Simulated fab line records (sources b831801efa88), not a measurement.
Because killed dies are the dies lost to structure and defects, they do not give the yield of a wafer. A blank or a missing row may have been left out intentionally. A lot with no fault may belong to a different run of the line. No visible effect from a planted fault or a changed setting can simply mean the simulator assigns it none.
Which tool was responsible? / flow sky130 / 11 lots, 33 wafers sampled, at 5 steps of a route of 708

WHAT THE GAUGES READ, wafer by wafer
SKY_CONTACT_CD_MEAS_14 targets a cd of 170 nm.
lot=L632; measured=day 31 10:53; on=cd sem-01; cd nm (nm)=171.2 170.7 170.1
lot=L634; measured=day 32 03:18; on=cd sem-02; cd nm (nm)=171.5 172.5 171.0
lot=L637; measured=day 33 14:54; on=cd sem-01; cd nm (nm)=170.8 169.6 168.2
lot=L638; measured=day 33 18:28; on=cd sem-01; cd nm (nm)=171.8 170.6 171.2
lot=L639; measured=day 33 23:38; on=cd sem-02; cd nm (nm)=167.4 167.2 169.4
lot=L641; measured=day 34 16:46; on=cd sem-02; cd nm (nm)=173.1 172.0 173.7
lot=L650; measured=day 37 08:31; on=cd sem-01; cd nm (nm)=169.6 170.1 170.9
lot=L651; measured=day 37 14:14; on=cd sem-02; cd nm (nm)=171.9 170.6 172.8
lot=L653; measured=day 38 08:14; on=cd sem-02; cd nm (nm)=171.0 170.5 170.4
lot=L654; measured=day 38 16:16; on=cd sem-02; cd nm (nm)=171.7 170.3 170.2
lot=L655; measured=day 38 18:46; on=cd sem-01; cd nm (nm)=168.3 168.3 169.6

SKY_VIA2_RS_MEAS_22: uses a four-point probe to measure.
lot=L632; measured=day 36 07:01; on=film metro-02; VIA2_W_RS (ohm/sq)=0.272 0.275 0.274
lot=L634; measured=day 36 20:22; on=film metro-04; VIA2_W_RS (ohm/sq)=0.274 0.283 0.277
lot=L637; measured=day 38 05:59; on=film metro-04; VIA2_W_RS (ohm/sq)=0.270 0.268 0.271
lot=L638; measured=day 38 11:07; on=film metro-01; VIA2_W_RS (ohm/sq)=0.277 0.272 0.277
lot=L639; measured=day 38 16:08; on=film metro-02; VIA2_W_RS (ohm/sq)=0.271 0.273 0.269
lot=L641; measured=day 39 08:05; on=film metro-02; VIA2_W_RS (ohm/sq)=0.275 0.271 0.272
lot=L650; measured=day 41 20:07; on=film metro-04; VIA2_W_RS (ohm/sq)=0.283 0.276 0.279
lot=L651; measured=day 41 23:47; on=film metro-04; VIA2_W_RS (ohm/sq)=0.272 0.277 0.277
lot=L653; measured=day 42 17:59; on=film metro-04; VIA2_W_RS (ohm/sq)=0.274 0.270 0.276
lot=L654; measured=day 42 23:31; on=film metro-04; VIA2_W_RS (ohm/sq)=0.278 0.281 0.276
lot=L655; measured=day 43 01:59; on=film metro-01; VIA2_W_RS (ohm/sq)=0.270 0.271 0.274

SKY_VIA3_CD_MEAS_12 targets a cd of 200 nm.
lot=L632; measured=day 39 14:50; on=cd sem-01; cd nm (nm)=197.3 198.3 197.7
lot=L634; measured=day 40 02:07; on=cd sem-01; cd nm (nm)=201.0 200.9 201.2
lot=L637; measured=day 41 10:51; on=cd sem-02; cd nm (nm)=198.8 199.2 198.4
lot=L638; measured=day 41 15:08; on=cd sem-02; cd nm (nm)=198.7 198.7 198.0
lot=L639; measured=day 41 19:33; on=cd sem-01; cd nm (nm)=198.5 199.5 198.7
lot=L641; measured=day 42 11:20; on=cd sem-02; cd nm (nm)=199.2 198.7 197.9
lot=L650; measured=day 44 19:43; on=cd sem-01; cd nm (nm)=183.6 184.1 189.6
lot=L651; measured=day 44 23:57; on=cd sem-01; cd nm (nm)=181.1 188.6 192.7
lot=L653; measured=day 45 15:14; on=cd sem-01; cd nm (nm)=199.1 200.4 200.0
lot=L654; measured=day 45 20:44; on=cd sem-02; cd nm (nm)=201.0 198.2 198.9
lot=L655; measured=day 45 22:50; on=cd sem-01; cd nm (nm)=201.1 202.5 201.5

WHAT TOOL EACH LOT RAN ON (gives the tool, then ch and the chambers of the sampled wafers, and finally the start)
lot=L632; SKY_VIA2_STRIP_16=plasma asher-02 ch 0,1, day 36 06:10; SKY_VIA3_EXPOSE_09=krf scanner-01 ch 0, day 39 02:43
lot=L634; SKY_VIA2_STRIP_16=plasma asher-01 ch 0,1, day 36 19:35; SKY_VIA3_EXPOSE_09=krf scanner-01 ch 0, day 39 14:07
lot=L637; SKY_VIA2_STRIP_16=plasma asher-02 ch 0,1, day 38 05:11; SKY_VIA3_EXPOSE_09=krf scanner-02 ch 0, day 40 22:31
lot=L638; SKY_VIA2_STRIP_16=plasma asher-02 ch 0, day 38 10:20; SKY_VIA3_EXPOSE_09=krf scanner-02 ch 0, day 41 03:23
lot=L639; SKY_VIA2_STRIP_16=plasma asher-01 ch 0,1, day 38 15:14; SKY_VIA3_EXPOSE_09=krf scanner-02 ch 0, day 41 07:55
lot=L641; SKY_VIA2_STRIP_16=plasma asher-03 ch 0,1, day 39 07:14; SKY_VIA3_EXPOSE_09=krf scanner-02 ch 0, day 41 23:59
lot=L650; SKY_VIA2_STRIP_16=plasma asher-02 ch 0,1, day 41 19:20; SKY_VIA3_EXPOSE_09=krf scanner-02 ch 0, day 44 08:55
lot=L651; SKY_VIA2_STRIP_16=plasma asher-03 ch 0,1, day 41 22:56; SKY_VIA3_EXPOSE_09=krf scanner-02 ch 0, day 44 13:15
lot=L653; SKY_VIA2_STRIP_16=plasma asher-03 ch 0,1, day 42 17:11; SKY_VIA3_EXPOSE_09=krf scanner-01 ch 0, day 45 04:49
lot=L654; SKY_VIA2_STRIP_16=plasma asher-03 ch 0, day 42 22:44; SKY_VIA3_EXPOSE_09=krf scanner-01 ch 0, day 45 10:16
lot=L655; SKY_VIA2_STRIP_16=plasma asher-02 ch 0,1, day 43 01:11; SKY_VIA3_EXPOSE_09=krf scanner-01 ch 0, day 45 12:39
- SKY_VIA2_STRIP_16: strips in O2/N2.
- SKY_VIA3_EXPOSE_09: exposes mask VIM3, target cd 200 nm.

WHAT THE TOOLS THEMSELVES READ (means of the sampled wafers that have a number; where no wafer has one, the mark that the record gives instead)
SKY_VIA2_STRIP_16.
lot=L632; tool=plasma asher-02; chamber pressure mTorr (mTorr)=1498.8; drypump motor current A (A)=5.5; oes product au (a.u.)=0.399; strip time to endpoint s (s)=4.041
lot=L634; tool=plasma asher-01; chamber pressure mTorr (mTorr)=1500.4; drypump motor current A (A)=6.4; oes product au (a.u.)=0.403; strip time to endpoint s (s)=4.066
lot=L637; tool=plasma asher-02; chamber pressure mTorr (mTorr)=1499.9; drypump motor current A (A)=5.5; oes product au (a.u.)=0.396; strip time to endpoint s (s)=4.057
lot=L638; tool=plasma asher-02; chamber pressure mTorr (mTorr)=1500.3; drypump motor current A (A)=5.6; oes product au (a.u.)=0.399; strip time to endpoint s (s)=4.069
lot=L639; tool=plasma asher-01; chamber pressure mTorr (mTorr)=1500.6; drypump motor current A (A)=6.2; oes product au (a.u.)=0.399; strip time to endpoint s (s)=4.038
lot=L641; tool=plasma asher-03; chamber pressure mTorr (mTorr)=1499.5; drypump motor current A (A)=6.4; oes product au (a.u.)=0.399; strip time to endpoint s (s)=4.010
lot=L650; tool=plasma asher-02; chamber pressure mTorr (mTorr)=1500.6; drypump motor current A (A)=5.5; oes product au (a.u.)=0.398; strip time to endpoint s (s)=4.041
lot=L651; tool=plasma asher-03; chamber pressure mTorr (mTorr)=1500.2; drypump motor current A (A)=6.2; oes product au (a.u.)=0.393; strip time to endpoint s (s)=4.057
lot=L653; tool=plasma asher-03; chamber pressure mTorr (mTorr)=1499.4; drypump motor current A (A)=6.4; oes product au (a.u.)=0.394; strip time to endpoint s (s)=4.061
lot=L654; tool=plasma asher-03; chamber pressure mTorr (mTorr)=1499.7; drypump motor current A (A)=6.7; oes product au (a.u.)=0.398; strip time to endpoint s (s)=4.049
lot=L655; tool=plasma asher-02; chamber pressure mTorr (mTorr)=1500.5; drypump motor current A (A)=5.5; oes product au (a.u.)=0.399; strip time to endpoint s (s)=4.041

SKY_VIA3_EXPOSE_09.
lot=L632; tool=krf scanner-01; focus offset nm (nm)=-0.3
lot=L634; tool=krf scanner-01; focus offset nm (nm)=0.0
lot=L637; tool=krf scanner-02; focus offset nm (nm)=-0.5
lot=L638; tool=krf scanner-02; focus offset nm (nm)=-0.3
lot=L639; tool=krf scanner-02; focus offset nm (nm)=0.3
lot=L641; tool=krf scanner-02; focus offset nm (nm)=-0.1
lot=L650; tool=krf scanner-02; focus offset nm (nm)=0.1
lot=L651; tool=krf scanner-02; focus offset nm (nm)=-1.0
lot=L653; tool=krf scanner-01; focus offset nm (nm)=-0.7
lot=L654; tool=krf scanner-01; focus offset nm (nm)=-0.1
lot=L655; tool=krf scanner-01; focus offset nm (nm)=0.1

THE ANSWER, worked out from the rows above alone
Rule: usual is defined by the lots themselves. The widest of any qualifying gaps counts: lots, ordered by their means at a reading, are off when they make up no more than a third of the lots, leave a main group of 4 or more, and stand apart from it by 3 or more times the standard deviation of that group's means. The tables above print the reading to a certain number of digits; a main group whose means all agree to those digits is not used. Also off: a lot with no number at a reading for which 4 or more lots have one. Any other lot the step has rows for is counted as sound. The gauges are gone through in route order, then the tools' own readings, and for those a lot's mean is taken as printed above. At the first step where some lot is off, the reading lying furthest off is the one used; lots without a number count as furthest.
Off: L650, L651, at SKY_VIA3_CD_MEAS_12 (cd nm). Main group: mean 199.4 nm, sd 1.2.
If a tool, at a process step before that reading, ran all the lots that are off and no sound lot after the first of them, it fits. Gauges at SKY_VIA3_CD_MEAS_12: tried the same way as those tools. One fits: krf scanner-02 at SKY_VIA3_EXPOSE_09. Its last sound lot is L641 (day 41 23:59), its first lot that is off L650 (day 44 08:55): a fault that began between those two fits.

WHAT WAS PUT IN BY THE SIMULATOR
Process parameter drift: krf scanner-02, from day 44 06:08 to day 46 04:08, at SKY_VIA3_EXPOSE_09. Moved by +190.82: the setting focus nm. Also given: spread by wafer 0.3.
Shown lots that were struck: L650, L651. The rule given above showed the same thing.
